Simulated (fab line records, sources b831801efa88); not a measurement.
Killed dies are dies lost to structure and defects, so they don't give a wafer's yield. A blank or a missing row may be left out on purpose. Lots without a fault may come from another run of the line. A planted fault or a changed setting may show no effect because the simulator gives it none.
Chamber matching | flow sky130 | SKY_CONTACT_CMP_27 on cmp-02: 4 sister chambers
The step polishes, stops on SiO2, t overpolish 15 s, target thk 0 nm. 16 wafers are shown with their chamber, then 8 later ones without.

WAFERS WITH THEIR CHAMBER
wafer  | chamber | motor_current_A (A) | overpolish_run_s (s) | time_to_endpoint_s (s)
L109.3 | 1       | 9.3                 | 15.000               | 83
L109.5 | 2       | 13.5                | 15.003               | 82
L109.6 | 3       | 10.2                | 14.982               | 80
L111.3 | 0       | 11.4                | 14.995               | 83
L111.5 | 1       | 9.3                 | 14.997               | 79
L111.6 | 0       | 11.6                | 14.985               | 81
L115.1 | 2       | 12.7                | 14.993               | 77
L115.2 | 0       | 11.8                | 14.995               | 78
L115.5 | 2       | 13.2                | 15.010               | 77
L116.2 | 0       | 11.2                | 15.010               | 80
L116.5 | 1       | 9.5                 | 14.988               | 75
L116.6 | 2       | 12.9                | 14.993               | 74
L118.1 | 0       | 12.1                | 14.996               | 81
L118.4 | 1       | 9.5                 | 15.001               | 76
L118.6 | 3       | 10.1                | 14.988               | 73
L119.2 | 0       | 11.3                | 14.990               | 77

SIGNATURES (means of the wafers above)
reading            | chamber 0 | chamber 1 | chamber 2 | chamber 3 | scatter within a chamber
motor_current_A    | 11.567    | 9.400     | 13.075    | 10.150    | 0.287
overpolish_run_s   | 14.99517  | 14.99650  | 14.99975  | 14.98500  | 0.00753
time_to_endpoint_s | 80.00     | 78.25     | 77.50     | 76.50     | 3.17
Rule: a wafer's distance from a chamber is the root of the sum, over the readings, of the square of ((its reading less the chamber's mean) divided by the reading's scatter). The wafer belongs to the nearest chamber; if the next one is less than 2 further off, it can't be placed. The scatter: the root of (the sum of the squares of (reading less its chamber's mean) over the shown wafers, divided by (wafers less chambers)).

WAFERS WITHOUT THEIR CHAMBER
wafer  | motor_current_A (A) | overpolish_run_s (s) | time_to_endpoint_s (s)
L119.5 | 12.0                | 14.999               | 78
L119.6 | 9.5                 | 14.999               | 74
L120.1 | 9.7                 | 14.998               | 77
L120.3 | 13.5                | 14.983               | 79
L120.6 | 10.0                | 15.008               | 75
L126.4 | 9.9                 | 14.986               | 77
L126.6 | 10.2                | 14.987               | 74
L127.3 | 10.2                | 14.996               | 80

WHICH CHAMBER EACH WENT THROUGH
wafer  | from the rows above     | in truth
L119.5 | 0                       | 0
L119.6 | can't be placed: 1 or 3 | 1
L120.1 | can't be placed: 1 or 3 | 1
L120.3 | 2                       | 2
L120.6 | can't be placed: 1 or 3 | 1
L126.4 | can't be placed: 3 or 1 | 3
L126.6 | 3                       | 3
L127.3 | can't be placed: 3 or 1 | 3
Placed correctly: 3 of 8. Can't be placed from these rows: 5 (the true chamber is among the candidates in 5). Placed wrongly: 0.
